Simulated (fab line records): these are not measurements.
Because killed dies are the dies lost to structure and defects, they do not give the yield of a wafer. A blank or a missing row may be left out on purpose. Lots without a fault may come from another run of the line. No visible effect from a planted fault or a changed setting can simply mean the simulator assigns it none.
fab line records	flow sky130
[record] lots = 13	wafers = 39	last_day = 50
route steps=708 shown SPACER@305 SD_N@348 PAD_OPEN@708
lots that met no fault: from a run of the same line without faults
start_h: hours from the record's opening day to when the first of the lot's shown wafers began	wait_h: how many hours have passed since the lot's step before this one	" same as the row above	L1.1+2: one row covering several wafers at once	- no value, or no start given	* or withheld: withheld	< > ~ a bound
route shown NAME@n: names a module that has steps shown in the file, with the first one's number in the route	usual: mean/standard deviation of fault-free wafers	same: alike in all rows	chamber/n: place in a boat	sites: each site's reading	_std_site: standard deviation across them	_edge_site: inner sites' mean taken away from outer sites' mean	radius_mm: how far each site lies from the wafer's centre	mask NAME#n: copy n	behind: the tool/chamber that last shaped the wafer	hold: the reason the lot was held/the length of the hold in hours/how it ended	device: the n, p or np transistor that did not switch	end of line: the route-end tests of the same wafers	a step without rows: its recipe alone	killed: not the wafer's yield, but the dies lost to structure and defects at the first sort	map: shows each die of a wafer: x if killed, . if not, _ if none is there
set.NAME: the setting the step ran with; set.NAME@STEP: the setting that earlier step ran with	model.NAME: the simulator's own value behind a step, which no gauge read
steps of the route over a sample of lots; a table a step, a row a wafer
services: a tool's chamber out of use, with start hour (start_h, from the record's first day; less than 0 if before it), hours out, and reason
[[steps]]
[step SKY_SPACER_THK_MEAS_01]
[recipe] reads = Si3N4_of_SPACER_CVD_00
[usual] SPACER_CVD_00_THK = 43.2/0.41
lot.wafer	tool	chamber	start_h	wait_h	SPACER_CVD_00_THK[nm]
L175.2	film_metro-01	-	545.84	0.0	43.5
L175.3	"	-	"	"	43.5
L175.4	"	-	"	"	43.1
L176.1	film_metro-02	-	560.99	0.0	43.5
L176.4	"	-	"	"	43.6
L176.6	"	-	"	"	43.1
L177.1	film_metro-01	-	577.72	0.0	44.0
L177.3	"	-	"	"	44.0
L177.5	"	-	"	"	43.6
L178.1	film_metro-02	-	581.12	0.0	43.1
L178.4	"	-	"	"	43.3
L178.6	"	-	"	"	43.0
L180.1	film_metro-03	-	588.25	0.0	43.9
L180.3	"	-	"	"	43.9
L180.6	"	-	"	"	44.1
L182.2	film_metro-02	-	600.96	0.0	43.6
L182.5	"	-	"	"	43.6
L182.6	"	-	"	"	43.7
L181.1	film_metro-02	-	602.15	0.0	42.8
L181.2	"	-	"	"	42.1
L181.3	"	-	"	"	42.8
L183.1	film_metro-02	-	609.90	0.0	43.1
L183.2	"	-	"	"	43.1
L183.3	"	-	"	"	43.1
L184.2	film_metro-03	-	629.25	0.0	42.9
L184.3	"	-	"	"	43.2
L184.6	"	-	"	"	43.2
L191.2	film_metro-03	-	676.63	0.0	42.8
L191.3	"	-	"	"	43.0
L191.4	"	-	"	"	43.0
L192.3	film_metro-02	-	692.99	0.0	43.3
L192.5	"	-	"	"	43.2
L192.6	"	-	"	"	43.5
L194.4	film_metro-03	-	709.07	0.0	42.8
L194.5	"	-	"	"	42.6
L194.6	"	-	"	"	42.5
L196.1	film_metro-01	-	715.00	0.0	42.8
L196.5	"	-	"	"	42.5
L196.6	"	-	"	"	42.4
[step SKY_SD_N_DEVELOP_06]
[recipe] resist = NOVOLAK	developer = TMAH	develop_time_s = 60	dev_temp_c = 23
[usual] resist_line_temp_C = 23.01/0.11
lot.wafer	tool	chamber	start_h	wait_h	resist_line_temp_C
L175.2	litho_track-04	0	666.72	0.1	23.08
L175.3	"	0	"	"	23.15
L175.4	"	0	"	"	23.12
L176.1	litho_track-03	0	680.04	0.1	23.15
L176.4	"	0	"	"	22.94
L176.6	"	0	"	"	22.90
L177.1	litho_track-04	0	695.04	0.1	22.92
L177.3	"	0	"	"	22.95
L177.5	"	0	"	"	22.87
L178.1	litho_track-04	0	698.64	0.1	23.09
L178.4	"	0	"	"	23.06
L178.6	"	0	"	"	23.20
L180.1	litho_track-02	0	705.46	0.1	22.94
L180.3	"	0	"	"	23.20
L180.6	"	0	"	"	23.16
L182.2	litho_track-04	0	717.32	0.1	22.82
L182.5	"	0	"	"	22.86
L182.6	"	0	"	"	22.97
L181.1	litho_track-04	0	718.49	0.1	22.99
L181.2	"	0	"	"	22.98
L181.3	"	0	"	"	23.03
L183.1	litho_track-04	0	726.99	0.1	23.07
L183.2	"	0	"	"	22.90
L183.3	"	0	"	"	22.97
L184.2	litho_track-02	0	744.19	0.1	22.79
L184.3	"	0	"	"	22.97
L184.6	"	0	"	"	22.83
L191.2	litho_track-02	0	788.84	0.1	22.99
L191.3	"	0	"	"	22.93
L191.4	"	0	"	"	22.99
L192.3	litho_track-02	0	804.16	0.1	22.96
L192.5	"	0	"	"	22.90
L192.6	"	0	"	"	23.04
L194.4	litho_track-03	0	819.27	0.1	22.92
L194.5	"	0	"	"	22.87
L194.6	"	0	"	"	23.00
L196.1	litho_track-03	0	824.49	0.1	23.23
L196.5	"	0	"	"	23.03
L196.6	"	0	"	"	22.96
[step SKY_SD_N_CD_MEAS_07]
[recipe] target_cd_nm = 380
[usual] cd_nm = 379.9/3
lot.wafer	tool	chamber	start_h	wait_h	hold	cd_nm
L175.2	cd_sem-01	-	666.86	0.1	-	382.4
L175.3	"	-	"	"	-	382.8
L175.4	"	-	"	"	-	383.4
L176.1	cd_sem-01	-	680.19	0.1	-	384.6
L176.4	"	-	"	"	-	386.1
L176.6	"	-	"	"	-	386.2
L177.1	cd_sem-02	-	695.19	0.1	-	377.1
L177.3	"	-	"	"	-	375.7
L177.5	"	-	"	"	-	377.8
L178.1	cd_sem-01	-	698.79	0.1	-	377.4
L178.4	"	-	"	"	-	378.4
L178.6	"	-	"	"	-	376.5
L180.1	cd_sem-01	-	705.61	0.1	-	378.1
L180.3	"	-	"	"	-	376.0
L180.6	"	-	"	"	-	376.5
L182.2	cd_sem-01	-	717.46	0.1	-	377.2
L182.5	"	-	"	"	-	378.1
L182.6	"	-	"	"	-	379.1
L181.1	cd_sem-02	-	718.64	0.1	-	378.9
L181.2	"	-	"	"	-	376.2
L181.3	"	-	"	"	-	378.7
L183.1	cd_sem-01	-	727.14	0.1	-	378.5
L183.2	"	-	"	"	-	378.1
L183.3	"	-	"	"	-	379.4
L184.2	cd_sem-01	-	744.33	0.1	-	380.4
L184.3	"	-	"	"	-	379.9
L184.6	"	-	"	"	-	381.2
L191.2	cd_sem-02	-	788.98	0.1	await_dispo/0.2h/release	382.4
L191.3	"	-	"	"	await_dispo/0.2h/release	310.8
L191.4	"	-	"	"	await_dispo/0.2h/release	381.8
L191.2	cd_sem-02	-	789.27	0.3	-	382.3
L191.3	"	-	"	"	-	310.7
L191.4	"	-	"	"	-	381.7
L192.3	cd_sem-01	-	804.30	0.1	await_dispo/0.2h/release	304.7
L192.5	"	-	"	"	await_dispo/0.2h/release	381.8
L192.6	"	-	"	"	await_dispo/0.2h/release	305.6
L192.3	cd_sem-01	-	804.59	0.3	-	304.8
L192.5	"	-	"	"	-	381.9
L192.6	"	-	"	"	-	305.8
L194.4	cd_sem-01	-	819.40	0.1	-	374.2
L194.5	"	-	"	"	-	374.2
L194.6	"	-	"	"	-	375.1
L196.1	cd_sem-02	-	824.64	0.1	-	377.8
L196.5	"	-	"	"	-	377.6
L196.6	"	-	"	"	-	377.4
[step SKY_SD_N_TW_MEAS_12]
[usual] SD_N_TW = 3973/35
lot.wafer	tool	chamber	start_h	wait_h	SD_N_TW
L175.2	film_metro-01	-	667.41	0.1	3924
L175.3	"	-	"	"	3912
L175.4	"	-	"	"	3929
L176.1	film_metro-01	-	680.75	0.1	3945
L176.4	"	-	"	"	3928
L176.6	"	-	"	"	3928
L177.1	film_metro-02	-	695.75	0.1	4041
L177.3	"	-	"	"	4017
L177.5	"	-	"	"	4025
L178.1	film_metro-01	-	699.35	0.1	3934
L178.4	"	-	"	"	3921
L178.6	"	-	"	"	3925
L180.1	film_metro-04	-	706.17	0.1	4005
L180.3	"	-	"	"	3991
L180.6	"	-	"	"	3989
L182.2	film_metro-04	-	718.01	0.1	3971
L182.5	"	-	"	"	3962
L182.6	"	-	"	"	3980
L181.1	film_metro-04	-	719.20	0.1	3976
L181.2	"	-	"	"	3980
L181.3	"	-	"	"	3967
L183.1	film_metro-02	-	727.70	0.1	4012
L183.2	"	-	"	"	4004
L183.3	"	-	"	"	4015
L184.2	film_metro-04	-	744.88	0.1	3962
L184.3	"	-	"	"	3955
L184.6	"	-	"	"	3969
L191.2	film_metro-02	-	792.08	0.1	4013
L191.3	"	-	"	"	4006
L191.4	"	-	"	"	4039
L192.3	film_metro-02	-	807.75	0.1	4031
L192.5	"	-	"	"	4032
L192.6	"	-	"	"	4020
L194.4	film_metro-02	-	819.93	0.1	4002
L194.5	"	-	"	"	4001
L194.6	"	-	"	"	3975
L196.1	film_metro-02	-	825.20	0.1	4001
L196.5	"	-	"	"	3999
L196.6	"	-	"	"	4004
[step SKY_SD_N_RTA_14]
[recipe] temp_c = 1075	time_s = 2	idle_temp_c = 650	ramp_up_c_per_s = 150	ramp_down_c_per_s = 90	ambient = N2
[usual] anneal_temp_c_max = 1079.8/0.89	lamp_power_pct = 15.74/0.052	wafer_temp_C_max = 1078.1/1.4
lot.wafer	tool	chamber	start_h	wait_h	anneal_temp_c_max	lamp_power_pct	wafer_temp_C_max
L175.2	rtp_anneal-01	0	667.52	0.0	1079.9	15.87	1077.8
L175.3	"	0	"	"	1080.0	15.77	1078.2
L175.4	"	0	"	"	1080.4	15.69	1077.5
L176.1	rtp_anneal-02	0	680.86	0.0	1078.3	15.65	1078.4
L176.4	"	0	"	"	1077.6	15.78	1079.4
L176.6	"	0	"	"	1079.9	15.77	1077.0
L177.1	rtp_anneal-01	0	695.86	0.0	1079.0	15.79	1078.7
L177.3	"	0	"	"	1080.0	15.77	1075.8
L177.5	"	0	"	"	1078.8	15.76	1076.2
L178.1	rtp_anneal-02	0	699.46	0.0	1079.0	15.68	1076.3
L178.4	"	0	"	"	1078.0	15.57	1077.7
L178.6	"	0	"	"	1082.1	15.66	1076.6
L180.1	rtp_anneal-02	0	706.28	0.0	1080.4	15.79	1077.5
L180.3	"	0	"	"	1080.2	15.74	1076.8
L180.6	"	0	"	"	1079.8	15.80	1075.5
L182.2	rtp_anneal-01	0	718.13	0.0	1079.6	15.82	1077.2
L182.5	"	0	"	"	1080.6	15.77	1077.2
L182.6	"	0	"	"	1080.5	15.73	1078.2
L181.1	rtp_anneal-02	0	719.31	0.0	1079.7	15.87	1080.1
L181.2	"	0	"	"	1080.1	15.75	1079.6
L181.3	"	0	"	"	1079.6	15.59	1078.2
L183.1	rtp_anneal-01	0	727.81	0.0	1078.6	15.70	1078.3
L183.2	"	0	"	"	1079.5	15.73	1078.0
L183.3	"	0	"	"	1080.0	15.71	1078.9
L184.2	rtp_anneal-02	0	744.99	0.0	1079.7	15.82	1076.1
L184.3	"	0	"	"	1081.4	15.70	1077.9
L184.6	"	0	"	"	1080.5	15.76	1078.6
L191.2	rtp_anneal-01	0	792.19	0.0	1079.6	15.74	1079.3
L191.3	"	0	"	"	1080.1	15.73	1077.5
L191.4	"	0	"	"	1080.6	15.79	1079.4
L192.3	rtp_anneal-02	0	807.86	0.0	1081.3	15.84	1078.0
L192.5	"	0	"	"	1080.4	15.74	1077.4
L192.6	"	0	"	"	1079.1	15.78	1077.9
L194.4	rtp_anneal-02	0	820.03	0.0	1078.0	15.77	1078.4
L194.5	"	0	"	"	1078.6	15.75	1079.8
L194.6	"	0	"	"	1079.6	15.75	1077.8
L196.1	rtp_anneal-02	0	825.31	0.0	1080.7	15.80	1077.6
L196.5	"	0	"	"	1079.5	15.73	1078.9
L196.6	"	0	"	"	1079.7	15.72	1076.4
[step SKY_PAD_OPEN_PROBE_99]
[usual] killed_at_M0_to_M3 = 44/7.2	killed_at_M4_up = 2.9/1.8	killed_at_contacts = 24/5.2	killed_at_front_end = 15/4	killed_at_other = 0.2/0.49	killed_dies = 85/9.1	killed_open = 47/6.8	killed_short = 38/5.7
[same] gross_dies = 492	killed_at_back_side = 0
lot.wafer	tool	chamber	start_h	wait_h	killed_at_M0_to_M3	killed_at_M4_up	killed_at_contacts	killed_at_front_end	killed_at_other	killed_dies	killed_open	killed_short
L182.2	prober-02	-	1136.47	0.1	46	0	14	13	0	73	45	28
L182.5	prober-02	-	1136.62	0.2	46	1	27	16	1	91	51	40
L182.6	prober-02	-	1136.67	0.2	36	4	30	19	1	90	52	38
L183.1	prober-02	-	1144.48	0.1	35	2	27	10	0	74	42	32
L183.2	prober-02	-	1144.53	0.1	46	5	19	12	0	82	42	40
L183.3	prober-02	-	1144.58	0.2	36	2	27	14	0	79	46	33
L184.2	prober-01	-	1154.10	0.1	61	4	25	14	0	104	55	49
L184.3	prober-01	-	1154.15	0.2	43	2	26	12	0	83	48	35
L184.6	prober-01	-	1154.30	0.2	54	1	15	13	0	83	48	35
L191.2	prober-02	-	1186.62	0.1	47	3	37	13	0	100	59	41
L191.3	prober-02	-	1186.67	0.2	41	5	27	16	0	89	49	40
L191.4	prober-02	-	1186.72	0.2	43	2	30	12	0	87	48	39
// killed by level:class
L182.2 VIA1:geometric_particle:open=15 VIA2:geometric_particle:open=6 CONTACT:geometric_particle:open=6 VIA3:geometric_particle:open=6 POLY_GATE:geometric_particle:open=5 VIA1:geometric_particle:short=5 POLY_GATE:geometric_particle:short=4 CONTACT:geometric_particle:short=4
L182.5 VIA1:geometric_particle:open=16 CONTACT:geometric_particle:open=13 LI_CONTACT:geometric_particle:open=6 CONTACT:geometric_particle:short=6 POLY_GATE:geometric_particle:short=5 VIA1:geometric_particle:short=5 METAL1:geometric_particle:short=5 VIA3:geometric_particle:open=5
L182.6 LI_CONTACT:geometric_particle:open=11 CONTACT:geometric_particle:open=11 METAL1:geometric_particle:short=6 VIA1:geometric_particle:open=6 FIELD_ISO:geometric_particle:open=5 VIA1:geometric_particle:short=5 METAL2:geometric_particle:short=5 METAL3:geometric_particle:short=5
L183.1 CONTACT:geometric_particle:open=11 VIA1:geometric_particle:open=11 LI_CONTACT:geometric_particle:open=6 VIA3:geometric_particle:open=6 VIA1:geometric_particle:short=5 CONTACT:geometric_particle:short=4 METAL3:geometric_particle:short=4 METAL2:geometric_particle:short=4
L183.2 VIA1:geometric_particle:open=11 CONTACT:geometric_particle:open=8 METAL2:geometric_particle:short=7 VIA3:geometric_particle:open=7 VIA3:geometric_particle:short=6 FIELD_ISO:geometric_particle:short=5 LI_CONTACT:geometric_particle:open=5 METAL1:geometric_particle:short=5
L183.3 VIA1:geometric_particle:open=9 LI_CONTACT:geometric_particle:open=8 CONTACT:geometric_particle:open=8 VIA3:geometric_particle:open=8 LOCAL_INTERCONNECT:geometric_particle:short=6 FIELD_ISO:geometric_particle:short=4 FIELD_ISO:geometric_particle:open=3 POLY_GATE:geometric_particle:short=3
L184.2 VIA1:geometric_particle:open=17 METAL1:geometric_particle:short=8 VIA3:geometric_particle:open=8 LI_CONTACT:geometric_particle:open=7 CONTACT:geometric_particle:open=7 CONTACT:geometric_particle:short=6 VIA2:geometric_particle:short=6 VIA3:geometric_particle:short=6
L184.3 VIA1:geometric_particle:open=14 CONTACT:geometric_particle:open=10 VIA3:geometric_particle:open=8 LI_CONTACT:geometric_particle:open=6 METAL1:geometric_particle:short=5 VIA1:geometric_particle:short=5 LOCAL_INTERCONNECT:geometric_particle:short=4 POLY_GATE:geometric_particle:short=4
L184.6 VIA1:geometric_particle:open=14 VIA2:geometric_particle:open=8 CONTACT:geometric_particle:open=7 VIA3:geometric_particle:short=7 VIA3:geometric_particle:open=7 VIA2:geometric_particle:short=5 METAL1:geometric_particle:short=4 FIELD_ISO:geometric_particle:open=3
L191.2 CONTACT:geometric_particle:open=12 VIA1:geometric_particle:open=12 LI_CONTACT:geometric_particle:open=10 VIA2:geometric_particle:open=8 METAL2:geometric_particle:short=8 CONTACT:geometric_particle:short=6 FIELD_ISO:geometric_particle:open=5 LOCAL_INTERCONNECT:geometric_particle:short=4
L191.3 CONTACT:geometric_particle:open=14 LI_CONTACT:geometric_particle:open=9 VIA1:geometric_particle:open=9 VIA1:geometric_particle:short=6 VIA3:geometric_particle:open=5 METAL1:geometric_particle:short=4 METAL2:geometric_particle:short=4 VIA2:geometric_particle:short=4
L191.4 CONTACT:geometric_particle:open=9 VIA3:geometric_particle:open=9 LI_CONTACT:geometric_particle:open=7 CONTACT:geometric_particle:short=7 VIA1:geometric_particle:open=7 METAL1:geometric_particle:short=6 LOCAL_INTERCONNECT:geometric_particle:short=5 VIA1:geometric_particle:short=5
[[services]]
tool	chamber	start_h	hours	kind
rtp_anneal-02	-	672.96	1.9	pm
rtp_anneal-01	-	822.51	5.5	pm
[[key]]
[first_sign] step = SKY_SD_N_CD_MEAS_07	reading = visit	direction = added
[effect] step = SKY_SD_N_CD_MEAS_07	reading = cd_nm	direction = down	sigmas = 25	usual = 379.9	struck = 307.0
met_at SKY_SD_N_DEVELOP_06
struck_lots L191,L192
struck_wafers L191.3,L192.3,L192.6
tester_left_out L191,L192
not_acting_at SKY_SPACER_THK_MEAS_01,SKY_SD_N_TW_MEAS_12,SKY_SD_N_RTA_14
onset_between 744.19 788.84
[fault] kind = process_parameter_drift	tool = litho_track-02	chamber = -	onset_h = 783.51	steps = SKY_SD_N_DEVELOP_06	channel = develop_time_s	offset = *	shape = step	end_h = 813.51	scope = struck_wafers_only	acts_in = *	stated = *
// tester_left_out: of these lots the tester's yield and bins aren't shown, on N5 and GAA mostly nor the transistor test; their killed dies are dies lost to structure and defects alone, not to doping, threshold or leakage, so they don't give the yield
